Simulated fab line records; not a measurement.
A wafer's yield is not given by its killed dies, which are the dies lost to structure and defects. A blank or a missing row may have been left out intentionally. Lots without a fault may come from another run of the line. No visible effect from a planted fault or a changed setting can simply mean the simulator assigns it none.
A struck lot beside a sound one | flow sky130 | 32 steps out of a route of 708
Sound: wafers L978.4, L978.5, L978.6. Wafers L993.2, L993.3, L993.5 were the ones struck. The cause is given at the end.
Per side, at each step with rows, come the tool, then ch with its chambers, and then its first start. Under that, the readings that differ: sound wafers | struck wafers | difference of the means | sigmas: that difference in standard deviations of wafers without a fault.
alike: a reading whose means differ by less than 2 such deviations, as well as words and numbers matching on both sides. not compared: withheld readings; readings where some wafer has no value; bounds like >300 that might hide an equal value; numbers whose values overlap and for which the record gives no deviation.
A row with sigmas, a row that says differs or no value, or rows on one side alone: a step with any of these is where the two part. Numbers that don't overlap but have no deviation are shown without sigmas and don't part them. A reading missing from all wafers of one side parts the sides only when that side holds two or more wafers.

SKY_FIELD_ISO_BOW_MEAS_00:
  sound on film_metro-02 at day 1 10:04; struck on film_metro-04 at day 4 13:01
  alike: INCOMING_BOW
SKY_FIELD_ISO_OXIDATION_01: stabilise 600 s, purge 300 s, target thk 12 nm.
  sound on furnace-01 ch 0, day 1 10:07; struck on furnace-01 ch 0, day 4 13:07
  reading                                          | sound                | struck               | difference | sigmas
  spike_tc_bottom_C (C)                            | 920.6 920.5 920.8    | 962.0 962.5 963.7    | +42.1      | +38
  spike_tc_centre_C (C)                            | 901.7 898.4 900.4    | 944.1 945.8 942.5    | +44.0      | +40
  spike_tc_lower_C (C)                             | 899.1 899.1 900.0    | 944.8 944.2 942.8    | +44.5      | +45
  spike_tc_top_C (C)                               | 907 906 907          | 949 951 952          | +44        | +9
  spike_tc_upper_C (C)                             | 901.0 899.9 900.3    | 943.6 944.4 944.4    | +43.7      | +40
  tube_center_temp_C (C)                           | 900.04 900.07 900.01 | 944.46 944.56 944.31 | +44.40     | +99 or more
  tube_center_temp_C_max                           | 902.2 902.7 902.4    | 946.4 947.0 946.9    | +44.3      | +99 or more
  zone_power_bottom_pct (%)                        | 26.8 27.3 27.2       | 29.9 29.8 29.9       | +2.8       | +4
  zone_power_centre_pct (%)                        | 19.7 19.7 19.3       | 22.2 22.1 22.2       | +2.6       | +4
  zone_power_top_pct (%)                           | 36.3 36.6 36.7       | 39.5 39.2 39.2       | +2.8       | +6
  zone_power_upper_pct (%)                         | 19.8 20.0 20.1       | 22.2 22.7 22.6       | +2.5       | +2
  model.SiO2_of_FIELD_ISO_OXIDATION_01.thk_nm (nm) | 11.9 11.77 11.9      | 19.05 18.83 18.9     | +7.07      |
SKY_FIELD_ISO_THK_MEAS_02:
  sound on film_metro-02 at day 1 11:40; struck on film_metro-03 at day 4 14:38
  reading                         | sound             | struck            | difference | sigmas
  FIELD_ISO_OXIDATION_00_THK (nm) | 11.88 11.76 11.89 | 19.02 18.84 18.92 | +7.08      | +28
then, 1 step without rows for these wafers: SKY_FIELD_ISO_CVD_03 (deposits Si3N4 from DCS/NH3, target thk 165 nm, time 2830 s).
SKY_FIELD_ISO_THK_MEAS_04:
  sound on film_metro-03 at day 1 13:53; struck on film_metro-03 at day 4 16:52
  alike: FIELD_ISO_CVD_03_THK
then, 8 steps without rows for these wafers: SKY_FIELD_ISO_DEHYDRATE_05 (time 60 s); SKY_FIELD_ISO_HMDS_06 (prime time 60 s); SKY_FIELD_ISO_COAT_07 (resist thk 60 nm); SKY_FIELD_ISO_COAT_08 (resist thk 450 nm); SKY_FIELD_ISO_SOFTBAKE_09 (time 90 s); SKY_FIELD_ISO_EXPOSE_10 (exposes mask FOM, target cd 150 nm); SKY_FIELD_ISO_PEB_11; SKY_FIELD_ISO_DEVELOP_12 (develop time 60 s).
SKY_FIELD_ISO_CD_MEAS_13 targets a cd of 150 nm.
  sound on cd_sem-01 at day 2 04:25; struck on cd_sem-01 at day 5 10:38
  reading    | sound             | struck            | difference | sigmas
  cd_nm (nm) | 145.9 147.4 146.7 | 150.4 149.9 149.4 | +3.2       | +2
SKY_FIELD_ISO_ETCH_14: etches BARC in N2/H2, stops on SiO2, time 45.9 s, target depth 60 nm.
  sound on rie_diel-03 ch 2,3, day 2 04:29; struck on rie_diel-03 ch 0,2, day 5 10:44
  alike: drypump_motor_current_A, oes_product_au, rf_fwd_power_W, throttle_valve_pct
  not compared: rf_hours_counter_h
SKY_FIELD_ISO_ETCH_15: etches the open film in CHF3/O2, stops on Si, target depth 180 nm, time 72 s.
  sound on rie_diel-03 ch 2,3, day 2 04:31; struck on rie_diel-03 ch 0,2, day 5 10:46
  alike: drypump_motor_current_A, oes_product_au, rf_fwd_power_W, throttle_valve_pct
  not compared: rf_hours_counter_h
SKY_FIELD_ISO_STRIP_16: strips in O2/N2.
  sound on plasma_asher-01 ch 0,1, day 2 04:37; struck on plasma_asher-03 ch 0,1, day 5 10:50
  reading                     | sound          | struck         | difference | sigmas
  drypump_motor_current_A (A) | 5.86 6.05 5.87 | 5.37 5.37 5.57 | -0.49      | -2
  alike: oes_product_au, strip_time_to_endpoint_s
  not compared: rf_hours_counter_h
SKY_FIELD_ISO_ETCH_17: etches Si in HBr/Cl2/O2, target depth 342 nm, time 97.7 s.
  sound on rie_si-02 ch 2,3, day 2 04:41; struck on rie_si-01 ch 2,3, day 5 10:56
  alike: drypump_motor_current_A, mfc_cl2_sccm, oes_product_au, rf_fwd_power_W, throttle_valve_pct
  not compared: rf_hours_counter_h
then, 5 steps without rows for these wafers: SKY_FIELD_ISO_WET_ETCH_18 (etches Si3N4 in H3PO4, target depth 25 nm, time 286 s); SKY_FIELD_ISO_CLEAN_19 (cleans in SC1/SC2, time 150 s); SKY_FIELD_ISO_CLEAN_20 (cleans in dHF, time 20 s); SKY_FIELD_ISO_WET_ETCH_21 (etches SiO2 in dHF, target depth 20 nm, time 400 s); SKY_FIELD_ISO_OXIDATION_22 (stabilise 600 s, purge 300 s, target thk 10 nm).
SKY_FIELD_ISO_THK_MEAS_23:
  sound on film_metro-04 at day 2 06:51; struck on film_metro-03 at day 5 14:46
  reading                         | sound             | struck         | difference | sigmas
  FIELD_ISO_OXIDATION_01_THK (nm) | 10.13 10.26 10.11 | 9.53 9.52 9.48 | -0.66      | -3
then, 1 step without rows for these wafers: SKY_FIELD_ISO_CVD_24 (deposits SiO2, target thk 595 nm, time 99.2 s).
SKY_FIELD_ISO_THK_MEAS_25:
  sound on film_metro-03 at day 2 06:59; struck on film_metro-02 at day 5 14:53
  alike: FIELD_ISO_CVD_24_THK
then, 1 step without rows for these wafers: SKY_FIELD_ISO_ANNEAL_26 (time 1800 s).
SKY_FIELD_ISO_CMP_27: polishes, stops on Si3N4, t overpolish 16 s, target thk 457.8 nm.
  sound on cmp-01 ch 1,2,3, day 2 09:34; struck on cmp-01 ch 0,1,3, day 5 18:07
  alike: motor_current_A
then, 1 step without rows for these wafers: SKY_FIELD_ISO_WET_ETCH_28 (etches SiO2 in dHF, target depth 23.7 nm, time 47 s).
SKY_FIELD_ISO_WET_ETCH_29: etches Si3N4 in H3PO4, target depth 160 nm, time 1825 s.
  sound on wet_bench-02 ch 1, day 2 09:47; struck on wet_bench-04 ch 2, day 5 18:23
  reading                                          | sound             | struck           | difference | sigmas
  model.SiO2_of_FIELD_ISO_OXIDATION_01.thk_nm (nm) | 11.58 11.45 11.58 | 18.72 18.5 18.57 | +7.06      |
  alike: bath_guard_temp_C
then, 1 step without rows for these wafers: SKY_FIELD_ISO_WET_ETCH_30 (etches SiO2 in dHF, target depth 25 nm, time 50 s).
-- a jump in the record: the struck wafers' starts before and after are 44 days apart (it breaks off in module FIELD_ISO and resumes in module PAD_OPEN, where the first step shown is number 708 of the route) --
SKY_PAD_OPEN_PROBE_99:
  sound on prober-02 at day 45 12:09; struck on prober-01 at day 49 15:41
  reading                                          | sound                | struck               | difference | sigmas
  model.etest.sram_nfet_pass.off_log10_a_um        | -12.47 -12.67 -12.53 | -12.91 -12.98 -12.9  | -0.37      |
  model.etest.diode_pdiff_fingers.leak_log10_a_cm2 | -6.721 -6.733 -6.63  | -6.864 -6.803 -6.861 | -0.148     |
  model.etest.sram_nfet_pass.vt_v (V)              | 0.6532 0.6617 0.6502 | 0.6755 0.6741 0.6782 | +0.0209    |
  model.etest.sram_nfet_pass.vt_sat_v (V)          | 0.5599 0.5669 0.5547 | 0.5773 0.5765 0.5829 | +0.0184    |
  alike: killed_at_M0_to_M3, killed_at_M4_up, killed_at_contacts, killed_at_front_end, killed_at_other, killed_dies, killed_on_rim, killed_open, killed_short
  not compared: model.etest.diode_ndiff_fingers.leak_log10_a_cm2

== WHERE THEY PART ==
Last at SKY_FIELD_ISO_THK_MEAS_23 as far as this record goes, first at SKY_FIELD_ISO_OXIDATION_01. Later steps at which nothing parts them and some readings are alike: SKY_FIELD_ISO_THK_MEAS_25, SKY_FIELD_ISO_CMP_27, SKY_FIELD_ISO_WET_ETCH_29, SKY_PAD_OPEN_PROBE_99.

WHY: what had been put in by the simulator
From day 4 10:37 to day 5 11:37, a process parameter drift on furnace-01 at SKY_FIELD_ISO_OXIDATION_01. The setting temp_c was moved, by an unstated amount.
